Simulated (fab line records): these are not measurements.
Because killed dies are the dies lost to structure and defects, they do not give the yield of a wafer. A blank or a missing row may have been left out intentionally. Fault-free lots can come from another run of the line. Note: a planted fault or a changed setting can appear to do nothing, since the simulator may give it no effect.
Chamber matching -- flow gf180mcu -- 4 sister chambers for GF_V2_ETCH_16 on rieDiel-02
The step etches BARC in N2/H2. 4 wafers are shown with their chamber, then 11 later ones without.

## WAFERS PAIRED WITH THEIR CHAMBERS
wafer,chamber,drypumpMotorCurrentA (A)
L082.1,0,6.01
L084.2,3,5.96
L085.3,2,5.61
L086.1,1,5.91

## WAFERS WITHOUT THEIR CHAMBER
wafer,drypumpMotorCurrentA (A)
L086.4,5.61
L086.5,5.93
L087.3,5.92
L087.4,5.60
L087.6,5.60
L094.1,6.03
L094.3,5.61
L094.4,5.97
L096.1,5.97
L096.2,5.60
L096.4,5.92

## WHICH CHAMBER EACH ONE RAN IN
wafer,from the rows above,in truth
L086.4,2,2
L086.5,can't be placed: 1 or 3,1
L087.3,1,1
L087.4,2,2
L087.6,2,2
L094.1,0,0
L094.3,2,2
L094.4,3,3
L096.1,3,3
L096.2,2,2
L096.4,1,1
Placed correctly: 10 of 11. Unplaceable from these rows: 1, with the true chamber sitting among the candidates in 1. Placed wrongly: 0.
How it was worked out, from the rows above alone: a wafer's distance from a chamber is the root of the sum, over the readings, of the square of ((its reading less the chamber's mean) divided by the reading's scatter). If the next closest chamber is less than 2 further off than the closest, the wafer can't be placed; otherwise it belongs to the closest. The mean given for a chamber averages the wafers shown for that chamber. The scatter: with one shown wafer a chamber, the root of the mean of the squares of how far each hidden wafer lies from its nearest shown one.
